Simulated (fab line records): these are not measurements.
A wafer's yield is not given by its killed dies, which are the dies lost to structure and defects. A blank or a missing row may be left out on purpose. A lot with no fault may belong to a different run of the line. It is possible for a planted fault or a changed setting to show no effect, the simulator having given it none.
Code-filled problem report in 8D (eight disciplines) form / flow sky130 / the parts of the form that need people (team, actions taken, sign-off) are left out

== 1. WHAT IS WRONG ==
Mean of prime-temp-c at SKY_PAD_OPEN_HMDS_01: 119.29 C across 6 wafers in 2 lots; on wafers with no fault it is 119.98 C (standard deviation 0.13). That puts it -5.3 standard deviations away from the usual mean.
The step: prime time 60 s.
Earliest sighting: wafer L516.2 on litho-track-03 at day 48 17:44. The record has a number at this step for 42 wafers belonging to 14 lots. The rule behind "out" and "out of limits": a value lying over 4 standard deviations away from the usual mean. Any other wafer with a number is counted as sound.

== 2. WHAT IT IS; WHAT IT IS NOT ==
question=which readings at this step | is=prime-temp-c | is not=-
question=which lots | is=L516, L517 | is not=L503, L504, L505, L506, L508, L512, L513, L518, L519, L521, L523, L524
question=which wafers of those lots | is=all that have a number | is not=-
question=read on which tools | is=litho-track-03 | is not=litho-track-01, litho-track-02
question=when | is=from day 48 17:44 | is not=up to then (21 sound wafers); but 15 sound wafers of L518, L519, L521, L523, L524 came after

== 3. SUSPECTS, AND WHAT RULES EACH OUT ==
Counting: a tool stays on the suspect list if, at a process step up to the reading, it processed all lots that are out and no sound lot following the first of them.
- litho-track-03 at SKY_PAD_OPEN_HMDS_01 (prime time 60 s): kept. It processed each lot that is out, first L516 at day 48 17:44, and no sound lot thereafter; up to then, the last sound lot it processed was L512 at day 47 17:39. Out on those wafers are its own readings of prime-temp-c.
Remaining after the count: litho-track-03 at SKY_PAD_OPEN_HMDS_01.

== 4. THE CAUSE (what the simulator had put in) ==
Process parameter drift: litho-track-03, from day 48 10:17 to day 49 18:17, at SKY_PAD_OPEN_HMDS_01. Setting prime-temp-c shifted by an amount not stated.
After counting, this tool was the only one left.

== 5. SEQUENCE OF EFFECTS, ordered by route ==
Each row: a reading whose mean over the struck wafers that have a number lies more than 3 standard deviations from the usual. Only readings for which the record gives a usual standard deviation are gone through. hours: the time from each lot's start at the first step in this table that gives one to its start at this step, as a median over the lots. sigmas: the change in usual standard deviations.
hours=0; step=SKY_PAD_OPEN_HMDS_01; reading=prime-temp-c; usual=119.98 C; on struck wafers=119.29; change=-0.69; sigmas=-5.3
It contains these process steps:
- SKY_PAD_OPEN_HMDS_01: prime time 60 s.

== 6. WHAT WOULD HAVE CAUGHT IT SOONER ==
In this record no reading fell out of limits until day 48 17:44, 7 hours after the fault had begun at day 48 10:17.
